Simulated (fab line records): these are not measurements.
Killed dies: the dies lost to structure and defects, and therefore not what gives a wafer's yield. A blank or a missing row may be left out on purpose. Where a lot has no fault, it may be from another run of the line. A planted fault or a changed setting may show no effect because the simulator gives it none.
One fault through the eyes of 2 desks    flow sky130    each desk holds nothing but its own numbers, with what lay behind them at the end

DESK OF THE TOOL OWNER: hdpcvd-01
The tool's own readings at SKY_VIA3_HDPCVD_00 (deposits SiO2, target thk 1635 nm, time 272.5 s): means of the sampled wafers that have a number, for each lot that ran on this tool. A lot is out of limits, marked OUT, if its mean lies more than 4 standard deviations from the usual mean; the brackets give that distance.
Columns: A = run_length_s at SKY_VIA3_HDPCVD_00, usual 300.3 s; B = sih4_flow_sccm at SKY_VIA3_HDPCVD_00, usual 59.98 sccm
lot   first seen here  A                B
L589  day 38 20:51     299.8            60.01
L590  day 39 02:36     300.2            60.08
L591  day 39 20:04     299.6            59.98
L592  day 39 23:13     299.4            59.97
L593  day 40 03:43     300.0            59.95
L598  day 41 22:35     299.5            59.95
L599  day 42 01:18     299.3            60.06
L601  day 42 14:58     310.2 (+16) OUT  59.92
L602  day 42 16:34     310.2 (+16) OUT  60.10
This desk's finding: out of limits on L601, L602; first on L601, day 42 14:58 (run_length_s at SKY_VIA3_HDPCVD_00). L589, L590, L591, L592, L593, L598, L599 stayed within limits.

THE METROLOGY DESK
Means of the sampled wafers that have a number, per lot and without regard to the tool the lot ran on: this is what the gauges read. A lot is out of limits, marked OUT, if its mean lies more than 4 standard deviations from the usual mean; the brackets give that distance.
Columns: A = VIA3_HDPCVD_THK at SKY_VIA3_THK_MEAS_01, usual 1643 nm
lot   first seen here  A
L587  day 38 11:43     1611
L589  day 38 21:02     1640
L590  day 39 02:46     1620
L591  day 39 20:14     1628
L592  day 39 23:24     1651
L593  day 40 03:54     1646
L597  day 41 14:12     1644
L598  day 41 22:46     1643
L599  day 42 01:29     1663
L601  day 42 15:08     1727 (+4.7) OUT
L602  day 42 16:45     1709
This desk's finding: out of limits on L601; first on L601, day 42 15:08 (VIA3_HDPCVD_THK at SKY_VIA3_THK_MEAS_01). L587, L589, L590, L591, L592, L593, L597, L598, L599, L602 stayed within limits.

BROUGHT TOGETHER
The tool owner's desk could have raised an alarm at day 42 14:58, on L601, L602.
At day 42 15:08 the metrology desk could have sounded an alarm, on L601.
The metrology desk holds a record of L602, inside its limits.
SKY_VIA3_HDPCVD_00 was run on hdpcvd-01 by each of the lots named.

WHAT THE SIMULATOR PUT IN
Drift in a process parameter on hdpcvd-01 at SKY_VIA3_HDPCVD_00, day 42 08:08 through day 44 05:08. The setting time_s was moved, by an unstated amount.
Shown lots that were struck: L601, L602.
Fault start to first reading out of limits, in hours, per desk: tool owner, 7; metrology, 7.
